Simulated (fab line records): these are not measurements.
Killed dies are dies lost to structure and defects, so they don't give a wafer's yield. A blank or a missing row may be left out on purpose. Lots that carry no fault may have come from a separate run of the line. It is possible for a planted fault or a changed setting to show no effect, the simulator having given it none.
What tool caused it? :: flow gf180mcu :: 11 lots with 33 wafers sampled at 4 steps, on a route of 602 steps

== WHAT THE GAUGES READ, wafer by wafer ==
GF_M2_RS_MEAS_05: measurement is done with a four-point probe.
lot: L607
measured: day 18 06:14
on: film_metro-01
M2_ALCU_RS (ohm/sq): 0.0704 0.0704 0.0698

lot: L608
measured: day 18 19:02
on: film_metro-03
M2_ALCU_RS (ohm/sq): 0.0705 0.0701 0.0709

lot: L611
measured: day 20 01:17
on: film_metro-01
M2_ALCU_RS (ohm/sq): 0.0700 0.0709 0.0696

lot: L612
measured: day 20 15:18
on: film_metro-01
M2_ALCU_RS (ohm/sq): 0.0693 0.0700 0.0685

lot: L613
measured: day 21 12:17
on: film_metro-03
M2_ALCU_RS (ohm/sq): 0.0702 0.0712 0.0703

lot: L614
measured: day 21 14:19
on: film_metro-03
M2_ALCU_RS (ohm/sq): 0.0680 0.0684 0.0678

lot: L619
measured: day 23 00:19
on: film_metro-01
M2_ALCU_RS (ohm/sq): 0.0687 0.0698 0.0688

lot: L621
measured: day 23 17:48
on: film_metro-01
M2_ALCU_RS (ohm/sq): 0.0695 0.0682 0.0697

lot: L622
measured: day 24 03:05
on: film_metro-02
M2_ALCU_RS (ohm/sq): 0.0760 0.0761 0.0706

lot: L628
measured: day 25 21:46
on: film_metro-02
M2_ALCU_RS (ohm/sq): 0.0701 0.0697 0.0692

lot: L630
measured: day 26 08:59
on: film_metro-03
M2_ALCU_RS (ohm/sq): 0.0706 0.0698 0.0707

== TOOL THAT RAN EACH LOT (tool first, then ch and the chambers of the sampled wafers, then the start) ==
lot: L607
GF_V1_CMP_04: cmp-01 ch 0,1,3, day 17 04:54
GF_M2_SPUTTER_02: pvd_sputter-02, day 18 06:06
GF_M2_SPUTTER_03: pvd_sputter-02, day 18 06:08

lot: L608
GF_V1_CMP_04: cmp-01 ch 0,2,3, day 17 16:49
GF_M2_SPUTTER_02: pvd_sputter-02, day 18 18:55
GF_M2_SPUTTER_03: pvd_sputter-02, day 18 18:57

lot: L611
GF_V1_CMP_04: cmp-02 ch 0,1, day 18 22:22
GF_M2_SPUTTER_02: pvd_sputter-04, day 20 01:11
GF_M2_SPUTTER_03: pvd_sputter-04, day 20 01:13

lot: L612
GF_V1_CMP_04: cmp-02 ch 1,2,3, day 19 12:44
GF_M2_SPUTTER_02: pvd_sputter-03, day 20 15:13
GF_M2_SPUTTER_03: pvd_sputter-03, day 20 15:14

lot: L613
GF_V1_CMP_04: cmp-01 ch 0,2,3, day 20 10:16
GF_M2_SPUTTER_02: pvd_sputter-04, day 21 12:11
GF_M2_SPUTTER_03: pvd_sputter-04, day 21 12:13

lot: L614
GF_V1_CMP_04: cmp-02 ch 1,3, day 20 11:55
GF_M2_SPUTTER_02: pvd_sputter-03, day 21 14:13
GF_M2_SPUTTER_03: pvd_sputter-03, day 21 14:15

lot: L619
GF_V1_CMP_04: cmp-02 ch 0,2, day 21 21:50
GF_M2_SPUTTER_02: pvd_sputter-03, day 23 00:12
GF_M2_SPUTTER_03: pvd_sputter-03, day 23 00:14

lot: L621
GF_V1_CMP_04: cmp-02 ch 0,2,3, day 22 16:41
GF_M2_SPUTTER_02: pvd_sputter-04, day 23 17:43
GF_M2_SPUTTER_03: pvd_sputter-04, day 23 17:44

lot: L622
GF_V1_CMP_04: cmp-01 ch 0,1,2, day 23 02:01
GF_M2_SPUTTER_02: pvd_sputter-03, day 24 02:58
GF_M2_SPUTTER_03: pvd_sputter-03, day 24 03:00

lot: L628
GF_V1_CMP_04: cmp-01 ch 0,1,3, day 24 22:16
GF_M2_SPUTTER_02: pvd_sputter-02, day 25 21:41
GF_M2_SPUTTER_03: pvd_sputter-02, day 25 21:43

lot: L630
GF_V1_CMP_04: cmp-02 ch 0,1,2, day 25 09:57
GF_M2_SPUTTER_02: pvd_sputter-02, day 26 08:54
GF_M2_SPUTTER_03: pvd_sputter-02, day 26 08:56
- GF_V1_CMP_04: polishes SiO2.
- GF_M2_SPUTTER_02: material AlCu, target thk 450 nm, time 23.9 s.
- GF_M2_SPUTTER_03: material Ti, target thk 10 nm, time 6.7 s.

== THE ANSWER, worked out from the rows above alone ==
Rule: the lots themselves supply what counts as usual. Put in order of their means at a reading, lots are off if they are a third of the lots or fewer, leave a main group of 4 or more, and stand apart from it by a gap of 3 or more times the standard deviation of the main group's means; of several such gaps the widest counts. A main group whose means are all the same, to the digits that the tables above print for the reading, isn't used. Also off: a lot with no number at a reading for which 4 or more lots have one. All remaining lots with rows at the step are treated as sound.
Off: at GF_M2_RS_MEAS_05 (M2_ALCU_RS), L622. The main group: mean 0.0697 ohm/sq, standard deviation 0.00076.
A tool fits if, at a process step before that reading, it ran every lot that is off, and no sound lot after the first of them. Those tools and the gauges at GF_M2_RS_MEAS_05 are tried in the same way. One fits: pvd_sputter-03 at GF_M2_SPUTTER_02 and GF_M2_SPUTTER_03. At GF_M2_SPUTTER_02 its last sound lot is L619 (day 23 00:12), its first lot that is off L622 (day 24 02:58): a fault that began between those two fits.

== WHAT THE SIMULATOR HAD PUT IN ==
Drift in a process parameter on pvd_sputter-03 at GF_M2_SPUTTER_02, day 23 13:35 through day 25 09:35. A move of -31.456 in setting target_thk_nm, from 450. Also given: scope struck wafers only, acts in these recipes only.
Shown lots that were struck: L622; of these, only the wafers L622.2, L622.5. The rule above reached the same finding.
